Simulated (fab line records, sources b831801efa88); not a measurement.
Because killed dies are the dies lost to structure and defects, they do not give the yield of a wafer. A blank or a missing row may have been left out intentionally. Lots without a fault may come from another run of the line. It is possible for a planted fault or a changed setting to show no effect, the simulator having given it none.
fab line records    flow sky130
record: lots: 12  wafers: 36  last_day: 50
route steps=708 shown VIA3@593 METAL4@630 METAL5@677 PAD_OPEN@708
lots that met no fault: taken from a fault-free run of the same line
start_h: hours from the record's opening day to when the first of the lot's shown wafers began    wait_h: hours elapsed since this lot's preceding step    " same as the row above    L1.1+2: a row that stands for several wafers    - no value, or no start was given    * or withheld: withheld    < > ~ a bound
route shown NAME@n: a module of which the file shows steps, and the number in the route of the first    usual: average and standard deviation across the fault-free wafers    same: alike in all rows    chamber/n: place in a boat    sites: readings site by site    _std_site: the values' standard deviation    _edge_site: mean of outer sites minus mean of inner sites    radius_mm: for every site, how far away it sits from the centre of the wafer    mask NAME#n: copy n    behind: tool/chamber where the wafer was last shaped    hold: the reason the lot was held/the length of the hold in hours/how it ended    device: the transistor (n, p or np) that didn't switch    end of line: the tests these same wafers got at the end of their route    where a step has no rows: the recipe by itself    killed: count of dies lost to structure and defects at first sort (not the wafer's yield)    map: a wafer's dies, marking killed ones x, the rest . and places with no die _
set.NAME: the run value of the setting; set.NAME@STEP: its run value at that earlier step    model.NAME: the simulator's own value behind a step, which no gauge read
a sample of lots followed through the steps of the route, with each step as a table and each wafer as a row
services: a tool's chamber out of use, with start hour (start_h, from the record's first day; less than 0 if before it), hours out, and reason
== steps ==
step: SKY_VIA3_SPUTTER_20
recipe: material: TiN  target_thk_nm: 20  chamber_pressure_pa: 5  power_w: 4000  time_s: 80
usual: cathode_dc_power_W: 4000.0/0.7  throttle_valve_pct: 30.7/1.1
lot.wafer  tool            chamber  start_h  wait_h  cathode_dc_power_W  throttle_valve_pct
L982.1     pvd_sputter-01  -        944.37   0.0     3998.4              30.9
L982.2     "               -        "        "       3998.8              31.3
L982.3     "               -        "        "       3999.6              31.8
L983.2     pvd_sputter-01  -        945.98   0.0     4000.2              31.1
L983.3     "               -        "        "       4000.2              30.6
L983.4     "               -        "        "       4000.2              31.9
L984.1     pvd_sputter-04  -        948.42   0.0     3999.7              31.6
L984.4     "               -        "        "       3999.6              31.4
L984.5     "               -        "        "       3999.7              31.3
L985.1     pvd_sputter-02  -        950.13   0.0     4000.2              26.5
L985.2     "               -        "        "       4000.0              29.9
L985.4     "               -        "        "       4001.5              29.7
L986.1     pvd_sputter-04  -        972.53   0.0     3999.8              31.9
L986.2     "               -        "        "       4000.4              29.4
L986.5     "               -        "        "       3999.0              31.4
L988.3     pvd_sputter-04  -        977.52   0.0     3999.4              31.7
L988.4     "               -        "        "       4000.2              31.3
L988.5     "               -        "        "       4000.3              29.4
L989.3     pvd_sputter-04  -        984.82   0.0     3999.2              31.2
L989.5     "               -        "        "       3999.2              31.1
L989.6     "               -        "        "       3999.2              29.4
L990.1     pvd_sputter-04  -        994.28   0.0     3999.7              31.7
L990.2     "               -        "        "       3999.5              29.7
L990.6     "               -        "        "       4000.2              30.9
L991.1     pvd_sputter-01  -        1003.20  0.0     4000.8              31.0
L991.2     "               -        "        "       4001.1              31.1
L991.4     "               -        "        "       4000.7              30.7
L992.1     pvd_sputter-04  -        1014.41  0.0     3999.8              31.2
L992.2     "               -        "        "       3999.7              31.6
L992.6     "               -        "        "       4000.6              31.8
L996.1     pvd_sputter-02  -        1030.58  0.0     4000.5              29.4
L996.2     "               -        "        "       4001.3              30.1
L996.6     "               -        "        "       3999.9              29.5
L104.1     pvd_sputter-01  -        1082.43  0.0     3999.0              30.9
L104.2     "               -        "        "       4000.4              31.0
L104.6     "               -        "        "       4000.0              30.9
step: SKY_METAL4_OVL_MEAS_14
usual: METAL4_OVL: 1/5
lot.wafer  tool        chamber  start_h  wait_h  METAL4_OVL[nm]
L982.1     overlay-02  -        993.74   0.1     3
L982.2     "           -        "        "       8
L982.3     "           -        "        "       8
L983.2     overlay-02  -        994.89   0.1     9
L983.3     "           -        "        "       3
L983.4     "           -        "        "       15
L984.1     overlay-02  -        997.59   0.1     4
L984.4     "           -        "        "       9
L984.5     "           -        "        "       0
L985.1     overlay-01  -        999.84   0.1     1
L985.2     "           -        "        "       5
L985.4     "           -        "        "       5
L986.1     overlay-02  -        1020.82  0.1     10
L986.2     "           -        "        "       2
L986.5     "           -        "        "       3
L988.3     overlay-02  -        1025.05  0.1     9
L988.4     "           -        "        "       2
L988.5     "           -        "        "       5
L989.3     overlay-01  -        1031.30  0.1     13
L989.5     "           -        "        "       11
L989.6     "           -        "        "       5
L990.1     overlay-02  -        1041.52  0.1     1
L990.2     "           -        "        "       0
L990.6     "           -        "        "       -1
L991.1     overlay-01  -        1049.44  0.1     2
L991.2     "           -        "        "       2
L991.4     "           -        "        "       5
L992.1     overlay-02  -        1060.47  0.1     -1
L992.2     "           -        "        "       -7
L992.6     "           -        "        "       -8
L996.1     overlay-01  -        1075.47  0.1     4
L996.2     "           -        "        "       4
L996.6     "           -        "        "       0
L104.1     overlay-01  -        1123.59  0.1     -3
L104.2     "           -        "        "       -1
L104.6     "           -        "        "       -4
step: SKY_METAL4_DESCUM_15
recipe: chemistry: O2  source_power_w: 150  bias_power_w: 0  pressure_mtorr: 10  temp_c: 40  time_s: 8
usual: drypump_motor_current_A: 5.3/0.43  oes_product_au: 1.003/0.0068
same: bias_power_w: 0
lot.wafer  tool          chamber  start_h  wait_h  drypump_motor_current_A  oes_product_au  rf_hours_counter_h
L982.1     rie_metal-01  0        993.78   0.0     5.6                      0.998           6
L982.2     "             1        "        "       5.1                      1.006           14
L982.3     "             1        "        "       5.1                      1.012           -
L983.2     rie_metal-02  1        994.92   0.0     5.3                      0.988           2
L983.3     "             1        "        "       5.3                      0.996           -
L983.4     "             0        "        "       5.1                      0.990           -
L984.1     rie_metal-04  0        997.62   0.0     6.1                      1.015           17
L984.4     "             1        "        "       4.7                      1.000           -
L984.5     "             1        "        "       4.7                      0.998           -
L985.1     rie_metal-04  0        999.88   0.0     6.1                      1.011           18
L985.2     "             1        "        "       4.7                      0.994           12
L985.4     "             1        "        "       4.7                      1.000           -
L986.1     rie_metal-01  1        1020.86  0.0     5.1                      1.013           15
L986.2     "             0        "        "       5.6                      1.002           8
L986.5     "             0        "        "       5.6                      1.006           -
L988.3     rie_metal-01  1        1025.08  0.0     5.2                      1.001           -
L988.4     "             0        "        "       5.6                      0.999           -
L988.5     "             0        "        "       5.6                      0.996           -
L989.3     rie_metal-04  0        1031.34  0.0     6.1                      1.013           -
L989.5     "             1        "        "       4.7                      1.000           -
L989.6     "             0        "        "       6.1                      1.023           -
L990.1     rie_metal-01  1        1041.56  0.0     5.1                      1.008           17
L990.2     "             0        "        "       5.6                      0.996           9
L990.6     "             0        "        "       5.6                      1.002           -
L991.1     rie_metal-02  1        1049.47  0.0     5.3                      1.003           6
L991.2     "             0        "        "       5.1                      1.004           2
L991.4     "             1        "        "       5.3                      1.002           -
L992.1     rie_metal-02  1        1060.51  0.0     5.3                      1.007           7
L992.2     "             0        "        "       5.1                      1.000           2
L992.6     "             0        "        "       5.1                      1.004           -
L996.1     rie_metal-02  0        1075.51  0.0     5.1                      1.002           3
L996.2     "             1        "        "       5.3                      1.009           8
L996.6     "             0        "        "       5.1                      0.992           -
L104.1     rie_metal-02  0        1123.62  0.0     5.1                      1.003           7
L104.2     "             1        "        "       5.3                      0.999           12
L104.6     "             0        "        "       5.1                      1.002           -
step: SKY_METAL5_STRIP_16
recipe: chemistry: O2/N2  power_w: 1400  pressure_mtorr: 1500  platen_temp_c: withheld  o2_flow_sccm: 3000  n2_flow_sccm: 300  overash_fraction: 0.5
usual: drypump_motor_current_A: 5.5/0.55  oes_product_au: 0.711/0.0043  strip_time_to_endpoint_s: 13.02/0.096
same: overash_fraction: 0.5
lot.wafer  tool             chamber  start_h  wait_h  drypump_motor_current_A  oes_product_au  rf_hours_counter_h  strip_time_to_endpoint_s
L982.1     plasma_asher-02  0        1042.09  0.2     4.8                      0.710           123                 12.98
L982.2     "                1        "        "       5.0                      0.711           123                 13.04
L982.3     "                1        "        "       5.0                      0.712           -                   13.09
L983.2     plasma_asher-01  1        1044.39  0.2     6.0                      0.717           28                  12.99
L983.3     "                0        "        "       6.2                      0.718           -                   12.95
L983.4     "                1        "        "       6.0                      0.709           -                   13.17
L984.1     plasma_asher-01  0        1045.14  0.2     6.2                      0.710           28                  12.97
L984.4     "                1        "        "       6.1                      0.713           -                   12.99
L984.5     "                1        "        "       6.1                      0.707           -                   13.01
L985.1     plasma_asher-02  0        1047.84  0.2     4.8                      0.714           124                 13.07
L985.2     "                1        "        "       5.0                      0.706           124                 12.89
L985.4     "                1        "        "       5.0                      0.701           -                   13.11
L986.1     plasma_asher-01  1        1068.49  0.2     6.0                      0.709           31                  12.98
L986.2     "                0        "        "       6.2                      0.711           31                  13.03
L986.5     "                1        "        "       6.0                      0.708           -                   13.00
L988.3     plasma_asher-03  1        1072.77  0.1     5.3                      0.719           -                   12.93
L988.4     "                0        "        "       5.1                      0.704           -                   13.07
L988.5     "                1        "        "       5.3                      0.712           -                   13.08
L989.3     plasma_asher-02  0        1077.67  0.1     4.8                      0.711           -                   13.04
L989.5     "                0        "        "       4.8                      0.713           -                   13.00
L989.6     "                1        "        "       5.0                      0.708           -                   12.79
L990.1     plasma_asher-03  0        1089.14  0.2     5.1                      0.716           65                  12.80
L990.2     "                1        "        "       5.3                      0.709           65                  13.00
L990.6     "                1        "        "       5.3                      0.710           -                   12.88
L991.1     plasma_asher-02  1        1095.65  0.2     5.0                      0.701           4                   12.98
L991.2     "                0        "        "       4.8                      0.716           4                   13.22
L991.4     "                1        "        "       5.0                      0.717           -                   13.20
L992.1     plasma_asher-01  1        1105.69  0.2     6.0                      0.709           35                  12.95
L992.2     "                0        "        "       6.2                      0.710           35                  12.94
L992.6     "                0        "        "       6.2                      0.717           -                   12.98
L996.1     plasma_asher-02  1        1119.39  0.2     5.0                      0.713           6                   12.97
L996.2     "                0        "        "       4.8                      0.710           6                   13.19
L996.6     "                0        "        "       4.8                      0.711           -                   13.12
L104.1     plasma_asher-03  0        1163.49  0.2     5.1                      0.712           73                  13.14
L104.2     "                1        "        "       5.3                      0.709           73                  13.11
L104.6     "                1        "        "       5.3                      0.709           -                   13.05
step: SKY_PAD_OPEN_PROBE_99
usual: defect_limited_yield: 82.3/2  killed_at_M0_to_M3: 43/7.1  killed_at_M4_up: 3/1.7  killed_at_contacts: 25/5.6  killed_at_front_end: 16/4.1  killed_at_other: 0.2/0.49  killed_dies: 87/9.8  killed_open: 47/7.6  killed_short: 40/6.1  sort_bin_3_pad_short: 0.9/0.44  sort_bin_5_function: 10.5/1.6  sort_bin_6_memory: 6.3/1  sort_n_pass: 405/9.8  sort_yield_pct: 82.3/2
same: gross_dies: 492  killed_at_back_side: 0  sort_bin_4_leakage[%]: 0  sort_bin_8_speed[%]: 0
lot.wafer  tool       chamber  start_h  wait_h  defect_limited_yield[%]  killed_at_M0_to_M3  killed_at_M4_up  killed_at_contacts  killed_at_front_end  killed_at_other  killed_dies  killed_open  killed_short  sort_bin_3_pad_short[%]  sort_bin_5_function[%]  sort_bin_6_memory[%]  sort_n_pass  sort_yield_pct[%]
L985.1     prober-01  -        1093.19  0.1     81.5                     43                  3                21                  22                   2                91           48           43            1.0                      9.3                     8.1                   401          81.5
L985.2     prober-01  -        1093.24  0.1     81.3                     45                  0                32                  15                   0                92           51           41            0.6                      11.2                    6.9                   400          81.3
L985.4     prober-01  -        1093.34  0.2     82.9                     41                  1                27                  15                   0                84           48           36            0.6                      10.6                    5.9                   408          82.9
L990.1     prober-02  -        1132.33  0.1     83.5                     39                  5                18                  19                   0                81           42           39            1.2                      10.4                    4.9                   411          83.5
L990.2     prober-02  -        1132.38  0.1     84.1                     40                  2                21                  15                   0                78           40           38            1.4                      8.3                     6.1                   414          84.1
L990.6     prober-02  -        1132.58  0.2     70.7                     106                 2                32                  4                    0                144          47           35            3.0                      18.5                    7.7                   348          70.7
L992.1     prober-02  -        1146.68  0.1     72.0                     99                  3                28                  8                    0                138          43           38            4.7                      17.5                    5.9                   354          72.0
L992.2     prober-02  -        1146.73  0.1     80.3                     52                  3                26                  16                   0                97           55           42            0.4                      11.4                    7.9                   395          80.3
L992.6     prober-02  -        1146.93  0.2     81.7                     47                  0                30                  13                   0                90           55           35            1.0                      9.6                     7.7                   402          81.7
L996.1     prober-01  -        1159.42  0.1     85.4                     29                  1                28                  14                   0                72           36           36            0.4                      7.7                     6.5                   420          85.4
L996.2     prober-01  -        1159.47  0.1     80.9                     54                  1                30                  9                    0                94           47           47            1.2                      11.6                    6.3                   398          80.9
L996.6     prober-01  -        1159.67  0.2     79.7                     55                  1                24                  20                   0                100          45           55            1.4                      12.4                    6.5                   392          79.7
killed by level:class
L985.1 VIA2:geometric_particle:open=11 POLY_GATE:geometric_particle:open=8 VIA3:geometric_particle:open=6 POLY_GATE:geometric_particle:short=6 CONTACT:geometric_particle:open=6 VIA1:geometric_particle:open=6 VIA2:geometric_particle:short=6 METAL1:geometric_particle:short=5
L985.2 LI_CONTACT:geometric_particle:open=10 VIA1:geometric_particle:open=10 VIA2:geometric_particle:short=8 CONTACT:geometric_particle:open=7 VIA1:geometric_particle:short=6 CONTACT:geometric_particle:short=5 VIA2:geometric_particle:open=5 FIELD_ISO:geometric_particle:open=4
L985.4 CONTACT:geometric_particle:open=13 VIA2:geometric_particle:open=8 VIA3:geometric_particle:short=7 LI_CONTACT:geometric_particle:open=6 POLY_GATE:geometric_particle:short=6 METAL1:geometric_particle:short=6 VIA1:geometric_particle:open=5 METAL1:geometric_particle:open=4
L990.1 VIA2:geometric_particle:open=8 FIELD_ISO:geometric_particle:short=7 LI_CONTACT:geometric_particle:open=6 CONTACT:geometric_particle:open=6 VIA1:geometric_particle:short=6 VIA3:geometric_particle:open=5 METAL3:geometric_particle:short=5 POLY_GATE:geometric_particle:open=3
L990.2 VIA2:geometric_particle:open=8 VIA1:geometric_particle:open=7 VIA3:geometric_particle:short=7 LOCAL_INTERCONNECT:geometric_particle:short=6 VIA1:geometric_particle:short=5 FIELD_ISO:geometric_particle:open=4 FIELD_ISO:geometric_particle:short=4 LI_CONTACT:geometric_particle:open=4
L990.6 VIA3:unspecified=62 CONTACT:geometric_particle:open=12 VIA1:geometric_particle:open=9 LI_CONTACT:geometric_particle:open=8 CONTACT:geometric_particle:short=6 VIA3:geometric_particle:open=6 VIA1:geometric_particle:short=6 METAL2:geometric_particle:short=5
L992.1 VIA3:unspecified=57 CONTACT:geometric_particle:open=12 VIA1:geometric_particle:open=7 LI_CONTACT:geometric_particle:open=6 METAL1:geometric_particle:short=6 METAL2:geometric_particle:short=6 CONTACT:geometric_particle:short=5 VIA3:geometric_particle:open=5
L992.2 VIA3:geometric_particle:open=12 CONTACT:geometric_particle:open=10 VIA1:geometric_particle:open=9 METAL2:geometric_particle:short=8 VIA2:geometric_particle:open=8 POLY_GATE:geometric_particle:short=7 POLY_GATE:geometric_particle:open=6 METAL1:geometric_particle:short=6
L992.6 CONTACT:geometric_particle:open=18 VIA1:geometric_particle:open=16 LI_CONTACT:geometric_particle:open=6 VIA1:geometric_particle:short=6 METAL2:geometric_particle:short=6 VIA3:geometric_particle:open=6 POLY_GATE:geometric_particle:short=4 CONTACT:geometric_particle:short=4
L996.1 LI_CONTACT:geometric_particle:open=10 LOCAL_INTERCONNECT:geometric_particle:short=6 CONTACT:geometric_particle:short=6 POLY_GATE:geometric_particle:short=5 VIA2:geometric_particle:open=5 CONTACT:geometric_particle:open=5 VIA2:geometric_particle:short=5 VIA3:geometric_particle:open=4
L996.2 METAL1:geometric_particle:short=13 CONTACT:geometric_particle:open=12 LI_CONTACT:geometric_particle:open=7 VIA1:geometric_particle:short=7 CONTACT:geometric_particle:short=6 VIA2:geometric_particle:open=6 VIA1:geometric_particle:open=6 METAL2:geometric_particle:short=5
L996.6 VIA1:geometric_particle:open=13 CONTACT:geometric_particle:short=10 METAL1:geometric_particle:short=10 POLY_GATE:geometric_particle:short=9 VIA2:geometric_particle:open=9 VIA1:geometric_particle:short=8 CONTACT:geometric_particle:open=7 METAL2:geometric_particle:short=6
== services ==
tool             chamber  start_h  hours  kind
plasma_asher-02  -        939.75   2.7    repair
pvd_sputter-04   0        958.13   -      consumable_replace:kit
pvd_sputter-04   0        958.13   18.0   scheduled_down
pvd_sputter-04   0        958.13   18.0   vent_cycle
pvd_sputter-02   -        964.05   6.7    repair
rie_metal-02     1        976.48   4.3    repair
plasma_asher-01  -        980.47   10.6   repair
pvd_sputter-02   -        985.63   2.1    repair
rie_metal-04     -        986.44   0.7    repair
plasma_asher-02  -        994.81   2.2    repair
plasma_asher-01  -        1011.62  2.0    repair
plasma_asher-02  -        1012.49  1.0    repair
pvd_sputter-04   -        1035.10  1.0    repair
plasma_asher-02  -        1055.25  9.0    pm
rie_metal-01     -        1069.14  0.3    repair
plasma_asher-03  -        1077.47  3.0    repair
rie_metal-01     -        1078.40  0.9    repair
pvd_sputter-01   -        1093.33  9.9    repair
rie_metal-01     -        1099.72  1.3    repair
rie_metal-04     -        1113.84  2.8    pm
pvd_sputter-04   3        1137.82  -      consumable_replace:kit
pvd_sputter-04   3        1137.82  18.0   scheduled_down
pvd_sputter-04   3        1137.82  18.0   vent_cycle
plasma_asher-03  -        1145.34  5.4    repair
== key ==
first_sign: step: SKY_PAD_OPEN_PROBE_99  reading: killed_at_M0_to_M3  direction: up  sigmas: 8.4  usual: 43  struck: 102
effect: step: SKY_PAD_OPEN_PROBE_99  reading: sort_bin_3_pad_short  direction: up  sigmas: 6.8  usual: 0.9  struck: 3.9
met_at SKY_VIA3_SPUTTER_20
struck_lots L990,L992
struck_wafers L990.6,L992.1
not_acting_at SKY_METAL4_OVL_MEAS_14,SKY_METAL4_DESCUM_15,SKY_METAL5_STRIP_16
onset_between 984.82 994.28
fault: kind: chamber_particle_source  tool: pvd_sputter-04  chamber: -  onset_h: 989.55  steps: SKY_VIA3_SPUTTER_20  rate_per_visit_cm2: 1.1458  end_h: 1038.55  scope: struck_wafers_only
